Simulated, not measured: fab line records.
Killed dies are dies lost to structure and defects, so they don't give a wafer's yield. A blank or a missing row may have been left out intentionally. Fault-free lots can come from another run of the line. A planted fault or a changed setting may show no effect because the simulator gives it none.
A single fault, viewed from 2 desks | flow sky130 | every desk sees just its own numbers, and what lay behind them comes last

== AT THE METROLOGY DESK ==
What the gauges read for every lot (on any tool): the sampled wafers with a number, averaged. Marked OUT: a lot whose mean sits more than 4 standard deviations from the usual mean, which makes it out of limits; the brackets give that distance.
Columns: A = METAL5_ALCU_RS at SKY_METAL5_RS_MEAS_05, usual 0.0271 ohm/sq; B = METAL5_ALCU_THK at SKY_METAL5_THK_MEAS_06, usual 1155 nm; C = PASSIVATION_CVD_00_THK at SKY_PASSIVATION_THK_MEAS_01, usual 89.6 nm; D = PASSIVATION_CVD_02_THK at SKY_PASSIVATION_THK_MEAS_03, usual 536 nm
lot  | first seen here | A      | B    | C    | D
L907 | day 43 01:52    | 0.0269 | 1170 | 90.2 | 546
L910 | day 44 06:55    | 0.0270 | 1163 | 89.7 | 531
L913 | day 45 08:05    | 0.0275 | 1131 | 89.9 | 537
L918 | day 46 13:16    | 0.0267 | 1163 | 90.2 | 530
L919 | day 46 14:19    | 0.0273 | 1133 | 91.5 | 533
L921 | day 47 12:34    | 0.0271 | 1168 | 89.4 | 531
Result from this desk: across the 6 lots, nothing is out of limits.

== DESK OF THE TOOL OWNER: plasma-asher-01 ==
The tool's own readings at SKY_METAL5_STRIP_16 (strips in O2/N2): means of the sampled wafers that have a number, for each lot that ran on this tool. Marked OUT: a lot whose mean sits more than 4 standard deviations from the usual mean, which makes it out of limits; the brackets give that distance.
Columns: A = drypump-motor-current-A at SKY_METAL5_STRIP_16, usual 5.6 A; B = oes-product-au at SKY_METAL5_STRIP_16, usual 0.711 a.u.; C = strip-time-to-endpoint-s at SKY_METAL5_STRIP_16, usual 13.00 s
lot  | first seen here | A   | B     | C
L913 | day 46 05:05    | 5.9 | 0.709 | 12.80
L918 | day 47 09:23    | 5.7 | 0.711 | 12.99
L919 | day 47 10:40    | 5.7 | 0.713 | 13.06
Result from this desk: across the 3 lots, nothing is out of limits.

== PUT TOGETHER ==
Nothing out of limits was seen by the metrology desk.
Nothing out of limits was seen by the tool owner's desk.

== WHAT THE SIMULATOR PUT IN ==
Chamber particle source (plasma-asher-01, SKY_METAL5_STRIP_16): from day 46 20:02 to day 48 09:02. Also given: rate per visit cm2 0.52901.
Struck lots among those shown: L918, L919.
